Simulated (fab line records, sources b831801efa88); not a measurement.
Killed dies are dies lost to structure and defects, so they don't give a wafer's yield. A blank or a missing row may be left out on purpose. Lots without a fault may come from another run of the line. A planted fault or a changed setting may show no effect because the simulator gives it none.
fab line records | flow sky130
record lots=6 wafers=17 last_day=50
route steps=708 shown VIA2@527 METAL3@532 CAPM@537 PAD_OPEN@708
lots that met no fault: from a run of the same line without faults
start_h: hours from the record's first day to the start of the lot's first wafer shown | wait_h: hours since the lot's step before | " the same as in the row above | L1.1+2: a row that stands for several wafers | - no value, or no start given | * or withheld: withheld | < > ~ a bound
route shown NAME@n: a module of which the file shows steps, and the number in the route of the first | usual: mean/standard deviation of fault-free wafers | same: alike in all rows | chamber/n: place in a boat | sites: the reading at each site | _std_site: their standard deviation | _edge_site: outer sites' mean less inner sites' | radius_mm: how far each site lies from the wafer's centre | mask NAME#n: copy n | behind: the tool/chamber that last shaped the wafer | hold: why the lot was held/for how many hours/how that ended | device: the transistor (n, p or np) that didn't switch | end of line: the same wafers' tests at the end of the route | a step without rows: its recipe alone | killed: dies lost to structure and defects at the first sort, not the wafer's yield | map: a wafer's dies, x killed, . not, _ none there
set.NAME: the setting as run; set.NAME@STEP: as run at that earlier step | model.NAME: the simulator's own value behind a step, which no gauge read
lots at some steps of the route; a table a step, a row a wafer
services: from which hour (start_h, from the record's first day; less than 0 if before it) a tool's chamber was out of use, for how many hours, and why
## steps
# step SKY_VIA2_SPUTTER_20
# recipe material=TiN target_thk_nm=20 chamber_pressure_pa=5 power_w=4000 time_s=80
# step SKY_VIA2_CVD_21
# recipe material=W target_thk_nm=420 time_s=126.4 temp_c=400 pressure_torr=40
# usual heater_power_w=850/55
# columns lot.wafer tool chamber start_h wait_h heater_power_w
L979.1 cvd_w-01 1 858.03 0.0 923
L979.3 " 1 " " 915
L979.6 " 0 " " 770
L982.2 cvd_w-01 0 877.98 0.0 760
L982.4 " 0 " " 781
L982.5 " 0 " " 792
L991.1 cvd_w-01 1 958.80 0.0 847
L991.2 " 0 " " 761
L991.3 " 1 " " 867
L994.4 cvd_w-02 1 974.34 0.1 852
L994.6 " 1 " " 850
L996.2 cvd_w-01 0 995.40 0.0 734
L996.4 " 0 " " 754
L996.5 " 0 " " 781
L100.2 cvd_w-02 0 1008.58 0.0 901
L100.4 " 1 " " 838
L100.6 " 1 " " 860
# step SKY_VIA2_RS_MEAS_22
# recipe thk_meas_gauge=four-point-probe reads=W_of_VIA2_CVD_21+TiN_of_VIA2_SPUTTER_20
# usual VIA2_W_RS=0.272/0.0038
# columns lot.wafer tool chamber start_h wait_h VIA2_W_RS[ohm/sq]
L979.1 film_metro-01 - 858.16 0.1 0.277
L979.3 " - " " 0.278
L979.6 " - " " 0.274
L982.2 film_metro-01 - 878.13 0.1 0.276
L982.4 " - " " 0.280
L982.5 " - " " 0.274
L991.1 film_metro-02 - 958.93 0.1 0.271
L991.2 " - " " 0.273
L991.3 " - " " 0.273
L994.4 film_metro-01 - 974.48 0.1 0.268
L994.6 " - " " 0.270
L996.2 film_metro-04 - 995.55 0.1 0.277
L996.4 " - " " 0.275
L996.5 " - " " 0.275
L100.2 film_metro-01 - 1008.73 0.1 0.274
L100.4 " - " " 0.271
L100.6 " - " " 0.272
# step SKY_VIA2_THK_MEAS_23
# recipe thk_meas_gauge=xrf reads=W_of_VIA2_CVD_21
# usual VIA2_W_THK=440/8.9
# columns lot.wafer tool chamber start_h wait_h VIA2_W_THK[nm]
L979.1 film_metro-01 - 858.28 0.1 429
L979.3 " - " " 432
L979.6 " - " " 436
L982.2 film_metro-01 - 878.24 0.1 435
L982.4 " - " " 426
L982.5 " - " " 437
L991.1 film_metro-02 - 959.05 0.1 445
L991.2 " - " " 441
L991.3 " - " " 437
L994.4 film_metro-01 - 974.57 0.1 448
L994.6 " - " " 443
L996.2 film_metro-04 - 995.66 0.1 418
L996.4 " - " " 422
L996.5 " - " " 422
L100.2 film_metro-01 - 1008.84 0.1 430
L100.4 " - " " 441
L100.6 " - " " 438
# step SKY_VIA2_CMP_24
# recipe stop_on=SiO2 t_overpolish_s=20 down_force_psi=3.5 platen_rpm=60 target_thk_nm=0 pad_velocity_m_s=0.94248
# usual motor_current_A=10.7/0.67 overpolish_run_s=20.000/0.0092 time_to_endpoint_s=101/3.4
# columns lot.wafer tool chamber start_h wait_h motor_current_A overpolish_run_s time_to_endpoint_s
L979.3 cmp-02 2 858.34 0.0 10.8 20.005 96
L979.1 " 1 " " 11.0 20.000 99
L979.6 " 2 " " 10.5 19.991 100
L982.2 cmp-01 3 878.34 0.1 11.4 20.009 101
L982.4 " 0 " " 9.7 20.014 96
L982.5 " 2 " " 12.1 20.024 101
L991.1 cmp-01 2 959.18 0.1 12.0 19.994 105
L991.3 " 3 " " 11.0 20.000 104
L991.2 " 1 " " 10.8 20.001 107
L994.4 cmp-01 0 974.72 0.1 9.6 19.996 99
L994.6 " 3 " " 11.7 19.989 106
L996.4 cmp-02 0 995.81 0.1 10.9 20.014 101
L996.2 " 1 " " 10.4 20.004 97
L996.5 " 2 " " 10.1 19.995 100
L100.2 cmp-01 3 1008.89 0.0 11.3 20.010 104
L100.4 " 0 " " 9.5 19.999 100
L100.6 " 3 " " 10.8 19.990 103
# step SKY_METAL3_SPUTTER_00
# recipe material=Ti target_thk_nm=15 power_w=3000 time_s=10 chamber_pressure_pa=0.4
# step SKY_METAL3_SPUTTER_01
# recipe material=TiN target_thk_nm=20 power_w=6500 time_s=16.7 chamber_pressure_pa=0.4
# usual throttle_valve_pct=29.4/0.81
# columns lot.wafer tool chamber start_h wait_h throttle_valve_pct
L979.1 pvd_sputter-01 - 858.66 0.0 29.2
L979.3 " - " " 31.0
L979.6 " - " " 29.5
L982.2 pvd_sputter-01 - 878.61 0.0 29.0
L982.4 " - " " 28.7
L982.5 " - " " 30.7
L991.1 pvd_sputter-01 - 959.50 0.0 29.4
L991.2 " - " " 28.6
L991.3 " - " " 30.6
L994.4 pvd_sputter-04 - 974.99 0.0 31.6
L994.6 " - " " 30.1
L996.2 pvd_sputter-02 - 996.04 0.0 28.9
L996.4 " - " " 29.5
L996.5 " - " " 29.0
L100.2 pvd_sputter-02 - 1009.21 0.0 29.4
L100.4 " - " " 29.8
L100.6 " - " " 28.7
# step SKY_METAL3_SPUTTER_02
# recipe material=AlCu target_thk_nm=735 power_w=10600 time_s=39.1 chamber_pressure_pa=0.4
# usual throttle_valve_pct=29.4/0.81
# columns lot.wafer tool chamber start_h wait_h throttle_valve_pct
L979.1 pvd_sputter-01 - 858.69 0.0 29.1
L979.3 " - " " 30.7
L979.6 " - " " 29.2
L982.2 pvd_sputter-01 - 878.63 0.0 28.8
L982.4 " - " " 28.5
L982.5 " - " " 30.7
L991.1 pvd_sputter-01 - 959.53 0.0 29.5
L991.2 " - " " 28.7
L991.3 " - " " 30.6
L994.4 pvd_sputter-04 - 975.02 0.0 31.2
L994.6 " - " " 29.9
L996.2 pvd_sputter-02 - 996.06 0.0 28.8
L996.4 " - " " 29.5
L996.5 " - " " 28.9
L100.2 pvd_sputter-02 - 1009.24 0.0 29.5
L100.4 " - " " 30.1
L100.6 " - " " 28.8
# step SKY_METAL3_SPUTTER_03
# recipe material=Ti target_thk_nm=5 power_w=3000 time_s=3.3 chamber_pressure_pa=0.4
# usual throttle_valve_pct=29.4/0.79
# columns lot.wafer tool chamber start_h wait_h throttle_valve_pct
L979.1 pvd_sputter-01 - 858.73 0.0 28.9
L979.3 " - " " 30.6
L979.6 " - " " 29.4
L982.2 pvd_sputter-01 - 878.67 0.0 29.2
L982.4 " - " " 28.7
L982.5 " - " " 30.5
L991.1 pvd_sputter-01 - 959.57 0.0 29.5
L991.2 " - " " 28.8
L991.3 " - " " 30.7
L994.4 pvd_sputter-04 - 975.05 0.0 31.3
L994.6 " - " " 29.9
L996.2 pvd_sputter-02 - 996.10 0.0 28.8
L996.4 " - " " 29.7
L996.5 " - " " 29.0
L100.2 pvd_sputter-02 - 1009.27 0.0 29.5
L100.4 " - " " 29.8
L100.6 " - " " 28.9
# step SKY_METAL3_SPUTTER_04
# recipe material=TiN target_thk_nm=70 power_w=6500 time_s=58.3 chamber_pressure_pa=0.4
# step SKY_CAPM_CVD_00
# recipe material=SiO2 target_thk_nm=15.5 temp_c=400 time_s=withheld rf_w=450
# step SKY_CAPM_THK_MEAS_01
# recipe reads=SiO2_of_CAPM_CVD_00
# usual CAPM_CVD_00_THK=15.43/0.19
# columns lot.wafer tool chamber start_h wait_h CAPM_CVD_00_THK[nm]
L979.1 film_metro-01 - 858.86 - 15.07
L979.3 " - " " 15.50
L979.6 " - " " 15.44
L982.2 film_metro-01 - 878.77 - 15.00
L982.4 " - " " 15.38
L982.5 " - " " 15.29
L991.1 film_metro-01 - 959.66 - 15.43
L991.2 " - " " 15.37
L991.3 " - " " 15.18
L994.4 film_metro-03 - 975.17 - 15.56
L994.6 " - " " 15.20
L996.2 film_metro-01 - 996.20 - 14.97
L996.4 " - " " 15.37
L996.5 " - " " 15.55
L100.2 film_metro-01 - 1009.37 - 15.27
L100.4 " - " " 15.90
L100.6 " - " " 15.75
# step SKY_CAPM_SPUTTER_02
# recipe material=TiN target_thk_nm=200 temp_c=300 power_w=6500 time_s=166.7 chamber_pressure_pa=0.4
# usual throttle_valve_pct=29.7/0.75
# columns lot.wafer tool chamber start_h wait_h throttle_valve_pct model.TiN_of_CAPM_SPUTTER_02.thk_nm
L979.1 pvd_sputter-02 - 858.92 0.1 28.9 197.9
L979.3 " - " " 28.2 198.9
L979.6 " - " " 29.0 198.3
L982.2 pvd_sputter-04 - 878.82 0.0 29.9 198.8
L982.4 " - " " 28.3 198.4
L982.5 " - " " 30.0 200.2
L991.1 pvd_sputter-03 - 959.72 0.1 30.2 202.8
L991.2 " - " " 28.8 199.5
L991.3 " - " " 29.9 203.1
L994.4 pvd_sputter-03 - 975.20 0.0 29.0 226
L994.6 " - " " 30.1 200.5
L996.2 pvd_sputter-03 - 996.25 0.0 29.7 201.3
L996.4 " - " " 30.5 227.9
L996.5 " - " " 29.4 203.7
L100.2 pvd_sputter-04 - 1009.42 0.0 31.1 196.5
L100.4 " - " " 28.2 198.7
L100.6 " - " " 28.4 200.2
# step SKY_CAPM_RS_MEAS_03
# recipe thk_meas_gauge=four-point-probe reads=TiN_of_CAPM_SPUTTER_02
# usual CAPM_TIN_RS=6.92/0.066
# columns lot.wafer tool chamber start_h wait_h CAPM_TIN_RS[ohm/sq]
L979.1 film_metro-01 - 859.03 0.1 6.99
L979.3 " - " " 6.97
L979.6 " - " " 6.98
L982.2 film_metro-02 - 878.95 0.1 6.96
L982.4 " - " " 6.98
L982.5 " - " " 6.90
L991.1 film_metro-03 - 959.83 0.1 6.81
L991.2 " - " " 6.93
L991.3 " - " " 6.81
L994.4 film_metro-01 - 975.37 0.1 6.11
L994.6 " - " " 6.90
L996.2 film_metro-02 - 996.38 0.1 6.88
L996.4 " - " " 6.05
L996.5 " - " " 6.79
L100.2 film_metro-02 - 1009.55 0.1 7.04
L100.4 " - " " 6.96
L100.6 " - " " 6.89
# step SKY_CAPM_THK_MEAS_04
# recipe thk_meas_gauge=xrf reads=TiN_of_CAPM_SPUTTER_02
# usual CAPM_TIN_THK=197.5/1.9
# columns lot.wafer tool chamber start_h wait_h CAPM_TIN_THK[nm]
L979.1 film_metro-01 - 859.15 0.1 194.7
L979.3 " - " " 196.7
L979.6 " - " " 196.1
L982.2 film_metro-02 - 879.06 0.1 195.3
L982.4 " - " " 194.4
L982.5 " - " " 196.8
L991.1 film_metro-03 - 959.95 0.1 201.9
L991.2 " - " " 197.3
L991.3 " - " " 201.4
L994.4 film_metro-01 - 975.46 0.1 222.4
L994.6 " - " " 198.3
L996.2 film_metro-02 - 996.49 0.1 198.0
L996.4 " - " " 223.8
L996.5 " - " " 200.3
L100.2 film_metro-02 - 1009.66 0.1 193.6
L100.4 " - " " 195.5
L100.6 " - " " 196.9
# step SKY_CAPM_DEHYDRATE_05
# recipe temp_c=200 time_s=60
# step SKY_CAPM_HMDS_06
# recipe prime_time_s=60 prime_temp_c=120
# step SKY_CAPM_COAT_07
# recipe resist=NOVOLAK spin_rpm=3000 resist_thk_nm=1140
# step SKY_CAPM_SOFTBAKE_08
# recipe temp_c=90 time_s=60 resist=NOVOLAK
# step SKY_CAPM_EXPOSE_09
# recipe mask_id=CAPM na=0.6 source_shape=conventional sigma_outer=0.6 polarization=unpolarized target_cd_nm=1000 dose_mj=159
# step SKY_CAPM_PEB_10
# recipe temp_c=withheld time_s=* resist=NOVOLAK
# step SKY_CAPM_DEVELOP_11
# recipe resist=NOVOLAK developer=TMAH develop_time_s=60 dev_temp_c=23
# step SKY_CAPM_OVL_MEAS_12
# usual CAPM_OVL=-0.2/1.5
# columns lot.wafer tool chamber start_h wait_h CAPM_OVL[nm]
L979.1 overlay-01 - 884.05 0.1 -0.6
L979.3 " - " " -3.5
L979.6 " - " " -1.5
L982.2 overlay-02 - 903.91 0.1 0.9
L982.4 " - " " -1.5
L982.5 " - " " -3.0
L991.1 overlay-02 - 983.11 0.1 1.2
L991.2 " - " " 3.3
L991.3 " - " " 1.6
L994.4 overlay-01 - 999.13 0.1 1.4
L994.6 " - " " -0.2
L996.2 overlay-02 - 1019.71 0.1 -0.3
L996.4 " - " " -1.1
L996.5 " - " " -2.1
L100.2 overlay-01 - 1032.16 0.1 0.1
L100.4 " - " " 0.6
L100.6 " - " " 1.4
# step SKY_CAPM_METAL_ETCH_13
# recipe target_depth_nm=220 stop_on=SiO2 chemistry=Cl2/BCl3 target=TiN pressure_mtorr=10 icp_w=900 bias_w=48.5 Cl2_flow_sccm=60 bcl3_flow_sccm=30 time_s=62.9
# usual chamber_pressure_mTorr=9.999/0.0091 drypump_motor_current_A=5.8/0.55 he_backside_leak_sccm=3.3/0.33 oes_product_au=0.942/0.0066 throttle_valve_pct=21.902/0.0098
# columns lot.wafer tool chamber start_h wait_h chamber_pressure_mTorr drypump_motor_current_A he_backside_leak_sccm oes_product_au rf_hours_counter_h throttle_valve_pct
L979.1 rie_metal-02 1 884.08 0.0 9.997 5.5 3.6 0.949 4 21.908
L979.3 " 1 " " 10.011 5.5 3.7 0.935 - 21.895
L979.6 " 0 " " 10.003 4.7 3.3 0.936 - 21.913
L982.2 rie_metal-01 1 903.94 0.0 9.977 5.5 3.4 0.942 14 21.921
L982.4 " 1 " " 9.986 5.5 3.3 0.939 - 21.900
L982.5 " 1 " " 10.008 5.5 3.2 0.941 - 21.894
L991.1 rie_metal-02 0 983.14 0.0 10.007 4.7 3.3 0.946 12 21.908
L991.2 " 1 " " 10.012 5.5 3.7 0.935 9 21.895
L991.3 " 1 " " 9.998 5.5 3.5 0.948 - 21.899
L994.4 rie_metal-01 0 999.17 0.0 9.989 6.4 3.3 0.999 - 21.872
L994.6 " 0 " " 10.006 6.4 3.2 0.942 - 21.916
L996.2 rie_metal-03 0 1019.74 0.0 9.994 6.1 3.2 0.944 14 21.894
L996.4 " 1 " " 10.005 6.2 3.1 0.987 - 21.876
L996.5 " 0 " " 10.006 6.0 3.4 0.955 - 21.893
L100.2 rie_metal-01 1 1032.19 0.0 10.002 5.5 3.3 0.928 21 21.892
L100.4 " 0 " " 9.994 6.4 3.1 0.938 - 21.904
L100.6 " 1 " " 9.997 5.5 3.4 0.943 - 21.908
# step SKY_CAPM_STRIP_14
# recipe chemistry=O2/N2 power_w=1400 pressure_mtorr=1500 platen_temp_c=withheld o2_flow_sccm=3000 n2_flow_sccm=300 overash_fraction=0.5
# step SKY_CAPM_STRIP_15
# recipe chemistry=post_etch_residue_remover time_s=1200 temp_c=72.5
# columns lot.wafer tool chamber start_h wait_h model.TiN_of_CAPM_SPUTTER_02.thk_nm
L979.1 wet_bench-02 2 884.26 0.1 197.5
L979.3 " 2 " " 198.5
L979.6 " 2 " " 197.9
L982.2 wet_bench-03 0 904.12 0.1 198.3
L982.4 " 0 " " 198
L982.5 " 0 " " 199.7
L991.1 wet_bench-03 0 983.32 0.1 202.4
L991.2 " 0 " " 199.1
L991.3 " 0 " " 202.7
L994.4 wet_bench-03 3 999.32 0.0 225.6
L994.6 " 3 " " 200.1
L996.2 wet_bench-04 2 1019.91 0.1 200.9
L996.4 " 2 " " 227.5
L996.5 " 2 " " 203.2
L100.2 wet_bench-04 0 1032.36 0.1 196.1
L100.4 " 0 " " 198.3
L100.6 " 0 " " 199.8
# step SKY_CAPM_CLEAN_16
# recipe chemistry=IPA time_s=180 temp_c=25
# step SKY_PAD_OPEN_PROBE_99
# usual defect_limited_yield=82.4/1.8 killed_at_M0_to_M3=43/7.8 killed_at_M4_up=3.2/1.7 killed_at_contacts=24/5.2 killed_at_front_end=15/4.5 killed_at_other=0.4/0.65 killed_dies=87/9.1 killed_on_rim=17/3.5 killed_open=47/7.3 killed_short=40/6.5
# same gross_dies=492 killed_at_back_side=0
# columns lot.wafer tool chamber start_h wait_h defect_limited_yield[%] killed_at_M0_to_M3 killed_at_M4_up killed_at_contacts killed_at_front_end killed_at_other killed_dies killed_on_rim killed_open killed_short
L979.1 prober-01 - 1082.38 0.1 80.7 48 3 28 16 0 95 18 56 38
L979.3 prober-01 - 1082.48 0.2 80.7 40 3 29 22 1 95 15 57 37
L979.6 prober-01 - 1082.63 0.2 85.6 38 4 20 9 0 71 17 36 34
L982.2 prober-02 - 1098.17 0.1 83.9 45 0 20 13 1 79 17 43 36
L982.4 prober-02 - 1098.27 0.2 78.0 54 4 19 31 0 108 16 60 47
L982.5 prober-02 - 1098.32 0.2 78.9 59 4 21 19 1 104 17 56 48
L991.1 prober-01 - 1162.29 0.1 83.5 48 2 15 15 1 81 13 40 41
L991.2 prober-01 - 1162.34 0.1 80.9 55 3 23 13 0 94 13 57 37
L991.3 prober-01 - 1162.39 0.2 81.3 52 4 24 12 0 92 14 59 33
L994.4 prober-01 - 1174.53 0.2 56.7 39 3 22 8 141 213 61 31 41
L994.6 prober-01 - 1174.63 0.2 83.5 32 4 24 21 0 81 12 44 36
L996.2 prober-02 - 1187.34 0.1 82.5 42 4 26 14 0 86 19 55 31
L996.4 prober-02 - 1187.44 0.2 2.6 47 7 19 10 396 479 96 48 35
L996.5 prober-02 - 1187.49 0.2 81.7 48 5 24 13 0 90 14 50 40
L100.2 prober-02 - 1197.22 0.1 84.1 30 0 31 17 0 78 20 40 38
L100.4 prober-02 - 1197.32 0.2 81.5 44 4 27 14 2 91 15 45 46
L100.6 prober-02 - 1197.42 0.2 85.6 35 0 26 10 0 71 13 43 28
# killed by level:class
L979.1 VIA1:geometric_particle:open=15 CONTACT:geometric_particle:open=11 FIELD_ISO:geometric_particle:open=8 CONTACT:geometric_particle:short=8 VIA3:geometric_particle:open=7 LI_CONTACT:geometric_particle:open=6 VIA1:geometric_particle:short=6 VIA2:geometric_particle:open=6
L979.3 CONTACT:geometric_particle:open=16 VIA1:geometric_particle:open=14 FIELD_ISO:geometric_particle:open=6 VIA2:geometric_particle:open=6 CONTACT:geometric_particle:short=5 FIELD_ISO:geometric_particle:short=4 POLY_GATE:geometric_particle:short=4 LOCAL_INTERCONNECT:geometric_particle:short=4
L979.6 VIA3:geometric_particle:open=9 CONTACT:geometric_particle:short=6 CONTACT:geometric_particle:open=5 METAL1:geometric_particle:short=5 VIA1:geometric_particle:open=5 METAL3:geometric_particle:short=5 LI_CONTACT:geometric_particle:open=4 VIA1:geometric_particle:short=4
L982.2 VIA2:geometric_particle:open=10 LI_CONTACT:geometric_particle:open=9 FIELD_ISO:geometric_particle:open=5 VIA1:geometric_particle:short=5 METAL1:geometric_particle:short=5 VIA1:geometric_particle:open=5 VIA3:geometric_particle:open=5 FIELD_ISO:geometric_particle:short=4
L982.4 VIA2:geometric_particle:open=11 FIELD_ISO:geometric_particle:short=8 CONTACT:geometric_particle:open=8 VIA1:geometric_particle:open=8 LI_CONTACT:geometric_particle:open=7 METAL2:geometric_particle:short=7 METAL1:geometric_particle:short=6 POLY_GATE:geometric_particle:open=5
L982.5 VIA1:geometric_particle:open=12 VIA1:geometric_particle:short=10 FIELD_ISO:geometric_particle:open=8 METAL1:geometric_particle:short=8 VIA3:geometric_particle:open=8 CONTACT:geometric_particle:open=8 VIA2:geometric_particle:open=8 FIELD_ISO:geometric_particle:short=6
L991.1 VIA1:geometric_particle:open=11 METAL1:geometric_particle:short=10 VIA2:geometric_particle:short=6 VIA3:geometric_particle:open=6 METAL2:geometric_particle:short=6 CONTACT:geometric_particle:open=5 FIELD_ISO:geometric_particle:short=4 POLY_GATE:geometric_particle:open=4
L991.2 VIA3:geometric_particle:open=12 VIA2:geometric_particle:open=11 VIA1:geometric_particle:open=9 CONTACT:geometric_particle:open=8 LI_CONTACT:geometric_particle:open=7 VIA1:geometric_particle:short=7 LOCAL_INTERCONNECT:geometric_particle:short=6 METAL2:geometric_particle:short=4
L991.3 CONTACT:geometric_particle:open=11 VIA1:geometric_particle:open=11 VIA2:geometric_particle:open=11 METAL2:geometric_particle:short=6 VIA3:geometric_particle:open=6 VIA1:geometric_particle:short=5 LI_CONTACT:geometric_particle:open=5 METAL1:geometric_particle:short=4
L994.4 CAPM:area_etch=141 CONTACT:geometric_particle:open=8 VIA2:geometric_particle:short=7 METAL2:geometric_particle:short=6 VIA1:geometric_particle:short=5 VIA1:geometric_particle:open=5 LI_CONTACT:geometric_particle:open=4 LI_CONTACT:geometric_particle:short=4
L994.6 LI_CONTACT:geometric_particle:open=8 CONTACT:geometric_particle:open=8 VIA2:geometric_particle:open=7 POLY_GATE:geometric_particle:open=5 METAL1:geometric_particle:short=5 POLY_GATE:geometric_particle:short=4 VIA1:geometric_particle:open=4 METAL4:geometric_particle:short=4
L996.2 VIA1:geometric_particle:open=14 VIA2:geometric_particle:open=10 CONTACT:geometric_particle:open=8 FIELD_ISO:geometric_particle:open=5 LI_CONTACT:geometric_particle:open=5 LOCAL_INTERCONNECT:geometric_particle:short=5 VIA3:geometric_particle:open=5 CONTACT:geometric_particle:short=4
L996.4 CAPM:area_etch=396 VIA3:geometric_particle:open=10 CONTACT:geometric_particle:open=8 VIA1:geometric_particle:open=8 VIA2:geometric_particle:open=8 METAL4:geometric_particle:short=7 METAL2:geometric_particle:short=7 VIA1:geometric_particle:short=5
L996.5 CONTACT:geometric_particle:open=11 VIA1:geometric_particle:open=11 METAL1:geometric_particle:short=7 VIA3:geometric_particle:open=7 METAL2:geometric_particle:short=6 VIA2:geometric_particle:open=6 VIA3:geometric_particle:short=5 FIELD_ISO:geometric_particle:open=4
L100.2 LI_CONTACT:geometric_particle:open=11 CONTACT:geometric_particle:open=9 LI_CONTACT:geometric_particle:short=5 VIA1:geometric_particle:short=5 POLY_GATE:geometric_particle:open=4 POLY_GATE:geometric_particle:short=4 METAL1:geometric_particle:short=4 FIELD_ISO:geometric_particle:open=3
L100.4 VIA1:geometric_particle:open=9 LI_CONTACT:geometric_particle:open=8 CONTACT:geometric_particle:open=8 METAL3:geometric_particle:short=7 POLY_GATE:geometric_particle:short=6 LI_CONTACT:geometric_particle:short=5 METAL2:geometric_particle:short=5 POLY_GATE:geometric_particle:open=4
L100.6 CONTACT:geometric_particle:open=14 VIA2:geometric_particle:open=8 VIA3:geometric_particle:open=6 FIELD_ISO:geometric_particle:short=5 CONTACT:geometric_particle:short=5 LI_CONTACT:geometric_particle:open=4 VIA1:geometric_particle:open=4 METAL2:geometric_particle:short=4
# map L994.4 (x killed, . not)
__________x.x..xx..._________
________.....x....x.x._______
______.....x.....xx....._____
_____..........xx.x...xx.____
____.....x.....x.......xx.___
___x...x...........xx.....x__
__..xxx........x.xx.x.xx.xxx_
_x...x......x.x..........xxx.
_xx......x.............xxx..x
_...xx...............xx..x.xx
_x.....x..x...x......xx.xxxxx
_x..x.....xx.x....xxxxxx.x..x
_...x....x...........xx.x.xxx
_..xx......x.x........xxxxxx.
_xxx...x...x...xx.x.xx..xxxxx
__xxx.x.......xxxx...xxxxxxx_
___.x.xxx...xxxxx...xxxxxxx__
____xxx.xx.x.x..xxx.xx.xxx___
_____xx.xxxxxx....xxx.xxx____
______xxxxxxxxxxxxxxxx.x_____
________xxxx..xxxxxxxx_______
__________xxxxxxxxxx_________
# map L996.4 (x killed, . not)
__________xxxxxxxxxx_________
________xxxxxxxxxxxxxx_______
______xxxxxxxxxxxxxxxxxx_____
_____xxxxxxxxxxxxxxxxxxxx____
____xxxxxxxxxxxxxxxxxxxxxx___
___xxxxxxxxxxxxxxxxxxxxxxxx__
__xxxxxxxxxxxxxxxxxxxxxxxxxx_
_xxxxxxxxxxx..xxxxxxxxxxxxxxx
_xxxxxxxxxxxxxxxxxxxxxxxxxxxx
_xxxxxxxx.xxxxxxxxxxxx.xxxxxx
_xxxxxxxxxxxxxxx.xxxxxxxxxxxx
_xxxxxxxxxx.xx.xxxxxxx.xxxxxx
_xxxxxxxxxxxxxxxxxx.xxxxxxxxx
_xxxxxxxxxxxxxxxxx.xxxxxxxxxx
_xxxxxxxxxxxxxxxx.xxxxxxxxxxx
__xxxxxxxxxxx.x.xxxxxxxxxxxx_
___xxxxxxxxxxxxxxxxxxxxxxxx__
____xxxxxxxxxxxxxxxxxxxxxx___
_____xxxxxxxxxxxxxxxxxxxx____
______xxxxxxxxxxxxxxxxxx_____
________xxxxxxxxxxxxxx_______
__________xxxxxxxxxx_________
## services
# columns tool chamber start_h hours kind
pvd_sputter-03 - 841.88 4.9 repair
rie_metal-02 - 848.78 4.3 pm
cmp-01 - 865.34 0.4 repair
pvd_sputter-01 - 867.85 1.5 repair
rie_metal-02 0 875.06 5.7 repair
pvd_sputter-01 - 883.75 1.2 repair
cmp-01 - 897.77 2.9 repair
cvd_w-01 - 898.18 6.0 pm
cvd_w-01 - 904.18 14.0 pm
pvd_sputter-04 - 907.88 53.0 repair
cmp-02 - 912.00 4.0 pm
pvd_sputter-02 - 920.56 5.9 repair
rie_metal-01 - 926.48 0.4 repair
rie_metal-02 0 934.01 14.7 repair
cvd_w-01 - 937.25 0.7 repair
cmp-02 - 940.30 20.5 pm
cmp-01 - 960.99 6.4 pm
cmp-02 - 962.09 1.8 repair
cmp-02 - 973.89 1.0 repair
pvd_sputter-04 - 976.82 2.6 repair
pvd_sputter-03 - 982.16 0.9 repair
pvd_sputter-04 - 1027.30 6.3 repair
cmp-01 - 1027.77 1.6 repair
cmp-02 - 1030.00 5.4 repair
## key
first_sign step=SKY_CAPM_RS_MEAS_03 reading=CAPM_TIN_RS direction=down sigmas=13 usual=6.92 struck=6.08
effect step=SKY_CAPM_THK_MEAS_04 reading=CAPM_TIN_THK direction=up sigmas=13 usual=197.5 struck=223.1
effect step=SKY_CAPM_METAL_ETCH_13 reading=oes_product_au direction=up sigmas=7.7 usual=0.942 struck=0.993
effect step=SKY_PAD_OPEN_PROBE_99 reading=killed_at_other direction=up sigmas=99+ usual=0.4 struck=268.5
model_effect step=SKY_CAPM_SPUTTER_02 value=TiN_of_CAPM_SPUTTER_02.thk_nm without=200.9 struck=226.9
model_effect step=SKY_CAPM_STRIP_15 value=TiN_of_CAPM_SPUTTER_02.thk_nm without=200.5 struck=226.5
more_kills_born_at SKY_CAPM_METAL_ETCH_13@rie_metal-03=396 SKY_CAPM_METAL_ETCH_13@rie_metal-01=141
met_at SKY_CAPM_SPUTTER_02
struck_wafers L994.4,L996.4
later_rows_left_out L996.4
onset_between 959.72 975.20
fault kind=process_parameter_drift tool=pvd_sputter-03 chamber=- onset_h=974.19 steps=SKY_CAPM_SPUTTER_02 channel=target_thk_nm offset=26.047 shape=step end_h=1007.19 scope=struck_wafers_only acts_in=these_recipes_only stated=200
# later_rows_left_out: the simulator's readings of these wafers behind a module that went badly wrong aren't trusted and aren't shown, but for the sort
